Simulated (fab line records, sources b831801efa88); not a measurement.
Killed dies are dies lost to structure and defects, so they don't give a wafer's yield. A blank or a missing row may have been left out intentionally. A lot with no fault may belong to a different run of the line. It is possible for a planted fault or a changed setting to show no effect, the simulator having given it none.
A struck lot beside a sound one	flow sky130	15 out of 708 route steps
Sound: these wafers, L632.2, L632.3, L632.6. The struck wafers were L650.1, L650.4, L650.5. The cause is named last.
Each step with rows lists, per side, the tool, then ch with its chambers, then its first start. Under that, the readings that differ: sound wafers	struck wafers	difference of the means	sigmas: that difference in standard deviations of wafers without a fault.
alike: readings with means less than 2 such deviations apart, plus words and numbers identical on both sides. not compared: withheld readings, readings lacking a value on some wafer, bounds such as >300 that could conceal the same value, and numbers that have no deviation in the record and whose values overlap.
Wherever a step has rows on one side only, a row that says differs or no value, or a row with sigmas, the two part there. When numbers do not overlap yet have no deviation, they are printed without sigmas and do not part them. A reading missing from all wafers of one side parts the sides only when that side holds two or more wafers.

first, 1 step without rows for these wafers: SKY_VT_ADJUST_LVTN_IMPLANT_19.
SKY_VT_ADJUST_LVTN_STRIP_20: strips in O2/N2.
  sound on plasmaAsher-01 ch 1, day 7 19:11; struck on plasmaAsher-04 ch 0,1, day 13 00:26
  alike: drypumpMotorCurrentA, oesProductAu, stripTimeToEndpointS
  not compared: rfHoursCounterH
SKY_VT_ADJUST_LVTN_TW_MEAS_21:
  struck on filmMetro-03, day 13 00:32; sound on filmMetro-03, day 7 19:18
  alike: VT_ADJUST_LVTN_2_TW
then, 7 steps without rows for these wafers: SKY_VT_ADJUST_NCORE_DEHYDRATE_00 (time 60 s); SKY_VT_ADJUST_NCORE_HMDS_01 (prime time 60 s); SKY_VT_ADJUST_NCORE_COAT_02 (resist thk 1140 nm); SKY_VT_ADJUST_NCORE_SOFTBAKE_03 (time 60 s); SKY_VT_ADJUST_NCORE_EXPOSE_04 (exposes mask LVTN COMPLEMENT THIN, target cd 380 nm); SKY_VT_ADJUST_NCORE_PEB_05; SKY_VT_ADJUST_NCORE_DEVELOP_06 (develop time 60 s).
SKY_VT_ADJUST_NCORE_CD_MEAS_07: the cd target is 380 nm.
  struck on cdSem-02, day 14 01:58; sound on cdSem-02, day 8 16:38
  alike: cdNm
SKY_VT_ADJUST_NCORE_OVL_MEAS_08:
  struck on overlay-01, day 14 02:05; sound on overlay-01, day 8 16:44
reading	sound	struck	difference	sigmas
VT_ADJUST_NCORE_OVL (nm)	3.0 1.3 0.9	-1.7 -1.5 -2.7	-3.7	-3
SKY_VT_ADJUST_NCORE_IMPLANT_09:
  sound on implanter-02 ch 0, day 8 16:47; struck on implanter-04 ch 0, day 14 02:07
reading	sound	struck	difference	sigmas
doseIonsCm2	2.3978e+12 2.398e+12 2.3958e+12	2.623e+12 2.6212e+12 2.626e+12	+2.262e+11	+81
faradayCurrentUA	13.68 13.58 13.54	14.65 15.27 15.05	+1.39	+5
SKY_VT_ADJUST_NCORE_STRIP_10: strips in O2/N2.
  sound on plasmaAsher-04 ch 0,1, day 8 16:55; struck on plasmaAsher-03 ch 0,1, day 14 02:16
  alike: drypumpMotorCurrentA, oesProductAu, stripTimeToEndpointS
  not compared: rfHoursCounterH
-- a jump in the record: the struck wafers' starts before and after are 36 days apart (it breaks off in module VT_ADJUST_NCORE and resumes in module PAD_OPEN, where the first step shown is number 708 of the route) --
SKY_PAD_OPEN_PROBE_99:
  struck on prober-01, day 50 01:58; sound on prober-01, day 45 19:59
reading	sound	struck	difference	sigmas
model.etest.nfet_16v.rOnOhmUm	1.392e+04 1.391e+04 1.389e+04	1.464e+04 1.471e+04 1.442e+04	+6.833e+02	
model.etest.pfetG5v0d10v5.rOnOhmUm	4864 4892 4812	4662 4694 4620	-197	
model.etest.resPwellUnderGate.rsOhmSq	2268 2258 2284	2248 2235 2250	-26	
model.etest.pfetG5v0d10v5.driveUaUm	330.7 332.1 333.9	356.5 348.8 350.5	+19.7	
model.etest.pfet_16v.driveUaUm	244.5 246.5 246.5	252.7 252.9 255.8	+8.0	
model.etest.pfetG5v0d10v5.offLog10AUm	-13.07 -13.11 -12.99	-11.17 -11.26 -11.41	+1.78	
model.etest.pfetG5v0d10v5.vtSatV (V)	-0.6964 -0.6988 -0.6772	-0.4869 -0.5218 -0.5165	+0.1824	
model.etest.pfet_16v.vtV (V)	-1.124 -1.135 -1.13	-0.9774 -0.9925 -0.9855	+0.1445	
  alike: killed_at_M0_to_M3, killed_at_M4_up, killedAtContacts, killedAtFrontEnd, killedAtOther, killedDies, killedOpen, killedShort

== WHERE THEY PART ==
Earliest at SKY_VT_ADJUST_NCORE_OVL_MEAS_08; latest, in this record, at SKY_VT_ADJUST_NCORE_IMPLANT_09. Later steps at which nothing parts them and some readings are alike: SKY_VT_ADJUST_NCORE_STRIP_10, SKY_PAD_OPEN_PROBE_99.

WHY: what the simulator had put in
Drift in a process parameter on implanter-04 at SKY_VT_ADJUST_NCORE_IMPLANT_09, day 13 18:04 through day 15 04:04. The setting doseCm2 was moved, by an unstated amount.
